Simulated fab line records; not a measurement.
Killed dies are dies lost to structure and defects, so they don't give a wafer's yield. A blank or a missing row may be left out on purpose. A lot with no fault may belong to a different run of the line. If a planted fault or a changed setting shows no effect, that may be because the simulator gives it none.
Commonality check across tools :: flow sky130 :: 13 lots, 39 wafers sampled

REASON IT WAS OPENED
At SKY_RES_XHIGH_TW_MEAS_09 the reading RES_XHIGH_TW is flagged on 2 of 13 lots. Wafers without a fault read 1661, standard deviation 27.
Rule: a lot gets a flag if all its wafers with a number sit over 4 standard deviations from that mean, or if no wafer of it has a number. All remaining lots are regarded as sound.

lot: L312
measured: day 26 13:09
on: filmMetro-01
RES_XHIGH_TW, wafer by wafer: 1662 1662 1670
flag: 

lot: L314
measured: day 26 17:20
on: filmMetro-04
RES_XHIGH_TW, wafer by wafer: 1682 1687 1689
flag: 

lot: L315
measured: day 27 05:11
on: filmMetro-03
RES_XHIGH_TW, wafer by wafer: 1612 1611 1610
flag: 

lot: L317
measured: day 28 04:04
on: filmMetro-04
RES_XHIGH_TW, wafer by wafer: 1683 1684 1679
flag: 

lot: L324
measured: day 32 16:23
on: filmMetro-01
RES_XHIGH_TW, wafer by wafer: 1676 1665 1670
flag: 

lot: L325
measured: day 32 21:12
on: filmMetro-04
RES_XHIGH_TW, wafer by wafer: 1957 1958 1962
flag: FLAGGED

lot: L326
measured: day 32 23:03
on: filmMetro-04
RES_XHIGH_TW, wafer by wafer: 1966 1967 1970
flag: FLAGGED

lot: L329
measured: day 33 02:36
on: filmMetro-04
RES_XHIGH_TW, wafer by wafer: 1682 1690 1679
flag: 

lot: L330
measured: day 33 07:56
on: filmMetro-04
RES_XHIGH_TW, wafer by wafer: 1685 1694 1686
flag: 

lot: L332
measured: day 33 15:52
on: filmMetro-01
RES_XHIGH_TW, wafer by wafer: 1662 1668 1672
flag: 

lot: L333
measured: day 33 16:09
on: filmMetro-04
RES_XHIGH_TW, wafer by wafer: 1680 1685 1678
flag: 

lot: L334
measured: day 34 03:29
on: filmMetro-03
RES_XHIGH_TW, wafer by wafer: 1619 1622 1615
flag: 

lot: L335
measured: day 34 09:50
on: filmMetro-03
RES_XHIGH_TW, wafer by wafer: 1618 1614 1607
flag: 
The mean of the flagged lots' numbers is 1963, +302 from the usual (+11 standard deviations).

LOT BY LOT: THE TOOL USED
The record keeps 1 process step preceding the reading, out of 708 steps on the route. Cell contents, in order: the tool; ch with the chambers the sampled wafers went through; the start.
lot: L312
flag: 
SKY_LDD_LDN_COAT_02: lithoTrack-01 ch 0, day 22 01:42

lot: L314
flag: 
SKY_LDD_LDN_COAT_02: lithoTrack-01 ch 0, day 22 04:14

lot: L315
flag: 
SKY_LDD_LDN_COAT_02: lithoTrack-03 ch 0, day 22 18:05

lot: L317
flag: 
SKY_LDD_LDN_COAT_02: lithoTrack-01 ch 0, day 23 18:56

lot: L324
flag: 
SKY_LDD_LDN_COAT_02: lithoTrack-03 ch 0, day 28 13:35

lot: L325
flag: FLAGGED
SKY_LDD_LDN_COAT_02: lithoTrack-03, day 28 16:47

lot: L326
flag: FLAGGED
SKY_LDD_LDN_COAT_02: lithoTrack-03, day 28 18:41

lot: L329
flag: 
SKY_LDD_LDN_COAT_02: lithoTrack-03 ch 0, day 28 21:23

lot: L330
flag: 
SKY_LDD_LDN_COAT_02: lithoTrack-04 ch 0, day 29 04:14

lot: L332
flag: 
SKY_LDD_LDN_COAT_02: lithoTrack-01 ch 0, day 29 11:50

lot: L333
flag: 
SKY_LDD_LDN_COAT_02: lithoTrack-03 ch 0, day 29 12:05

lot: L334
flag: 
SKY_LDD_LDN_COAT_02: lithoTrack-01 ch 0, day 30 01:12

lot: L335
flag: 
SKY_LDD_LDN_COAT_02: lithoTrack-04 ch 0, day 30 08:31
What is done by these steps:
- SKY_LDD_LDN_COAT_02: resist thk 1140 nm.
- SKY_RES_XHIGH_TW_MEAS_09

FLAGGED OVER TOTAL, TOOL BY TOOL (the gauges that took the reading come last)
step: SKY_LDD_LDN_COAT_02
tool: lithoTrack-01
lots run: 5
flagged: 0
share of the flagged lots: none
sound lots run after its first flagged lot: -

step: SKY_LDD_LDN_COAT_02
tool: lithoTrack-03
lots run: 6
flagged: 2
share of the flagged lots: all
sound lots run after its first flagged lot: 2 (L329,L333)

step: SKY_LDD_LDN_COAT_02
tool: lithoTrack-04
lots run: 2
flagged: 0
share of the flagged lots: none
sound lots run after its first flagged lot: -

step: SKY_RES_XHIGH_TW_MEAS_09
tool: filmMetro-01
lots run: 3
flagged: 0
share of the flagged lots: none
sound lots run after its first flagged lot: -

step: SKY_RES_XHIGH_TW_MEAS_09
tool: filmMetro-03
lots run: 3
flagged: 0
share of the flagged lots: none
sound lots run after its first flagged lot: -

step: SKY_RES_XHIGH_TW_MEAS_09
tool: filmMetro-04
lots run: 7
flagged: 2
share of the flagged lots: all
sound lots run after its first flagged lot: 3 (L329,L330,L333)

THE TABLE: WHAT IT ALLOWS
Table rows that saw every flagged lot: 2, namely lithoTrack-03 at SKY_LDD_LDN_COAT_02 and filmMetro-04 at SKY_RES_XHIGH_TW_MEAS_09.
- lithoTrack-03 at SKY_LDD_LDN_COAT_02: 2 of its 6 lots flagged. Sound lots followed the first flagged one (L329, L333) on it, something a lasting fault affecting the whole tool could not allow. On the flagged lots its readings are blank where sound lots have values: chillPlateTempC, dispensePressureKPa.
- filmMetro-04 at SKY_RES_XHIGH_TW_MEAS_09: 2 of its 7 lots flagged. Sound lots followed the first flagged one (L329, L330, L333) on it, something a lasting fault affecting the whole tool could not allow.
Not one row of the table ran every flagged lot while running no sound lot after the first.

WHAT THE SIMULATOR HAD INSERTED
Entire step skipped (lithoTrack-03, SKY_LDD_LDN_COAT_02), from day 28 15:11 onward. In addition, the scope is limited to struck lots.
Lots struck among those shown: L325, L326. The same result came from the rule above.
